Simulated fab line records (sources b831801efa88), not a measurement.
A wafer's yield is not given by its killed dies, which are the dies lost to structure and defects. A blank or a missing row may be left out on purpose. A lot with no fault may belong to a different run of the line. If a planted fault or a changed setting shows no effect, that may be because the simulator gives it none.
One fault through the eyes of 2 desks | flow sky130 | what lay behind the numbers comes last; until then each desk has only its own

DESK OF THE TOOL OWNER: wetBench-03
The tool's own readings at SKY_FIELD_ISO_WET_ETCH_28 (etches SiO2 in dHF, target depth 23.7 nm, time 47 s): means of the sampled wafers that have a number, for each lot that ran on this tool. Marked OUT: a lot whose mean sits more than 4 standard deviations from the usual mean, which makes it out of limits; the brackets give that distance.
Columns: A = runLengthS at SKY_FIELD_ISO_WET_ETCH_28, usual 77 s
lot  | first seen here | A
L198 | day 2 22:09     | 73
L199 | day 3 03:08     | 74
L200 | day 3 09:01     | 72
L203 | day 4 02:36     | 74
L213 | day 6 02:41     | 74
L214 | day 6 06:45     | 40 (-11) OUT
L215 | day 6 12:57     | 40 (-11) OUT
This desk finds L214, L215 out of limits, L214 being first, at day 6 06:45 (runLengthS at SKY_FIELD_ISO_WET_ETCH_28). Within limits: L198, L199, L200, L203, L213.

FROM THE METROLOGY DESK
Lot by lot, what the gauges showed, no matter which tool ran the lot: averages of those sampled wafers that carry a number. Marked OUT: a lot whose mean sits more than 4 standard deviations from the usual mean, which makes it out of limits; the brackets give that distance.
Columns: A = cdNm at SKY_VT_ADJUST_HVTP_CD_MEAS_07, usual 380.5 nm; B = VT_ADJUST_LVTN_TW at SKY_VT_ADJUST_LVTN_TW_MEAS_10, usual 240.0
lot  | first seen here | A     | B
L196 | day 6 05:05     | 377.3 | 241.5
L198 | day 6 15:10     | 380.7 | 240.6
L199 | day 6 21:26     | 385.1 | 240.5
L200 | day 7 05:17     | 381.6 | 239.7
L202 | day 7 22:32     | 384.2 | 240.5
L203 | day 8 03:52     | 380.2 | 240.4
L204 | day 8 08:37     | 381.1 | 239.8
L206 | day 8 21:58     | 378.9 | 240.7
L208 | day 9 10:55     | 382.3 | 239.8
L209 | day 9 12:49     | 383.5 | 240.6
L213 | day 10 15:27    | 381.6 | 239.4
L214 | day 10 20:01    | 377.8 | 239.6
L215 | day 11 03:14    | 381.5 | 240.6
L217 | day 11 16:41    | 379.1 | 240.1
Finding of this desk: none of the 14 lots has anything out of limits.

TAKEN TOGETHER
On L214, L215, at day 6 06:45, an alarm was possible from the tool owner's desk.
From the metrology desk's view, nothing was out of limits.
The metrology desk has L214, L215 on record, within its limits.
SKY_FIELD_ISO_WET_ETCH_28 was run on wetBench-03 by each of the lots named.

WHAT THE SIMULATOR PUT IN
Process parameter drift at SKY_FIELD_ISO_WET_ETCH_28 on wetBench-03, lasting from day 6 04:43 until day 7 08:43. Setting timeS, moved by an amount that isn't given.
Lots struck among those shown: L214, L215.
Each desk's first reading out of limits, in hours after the fault started: the tool owner's desk, 2.
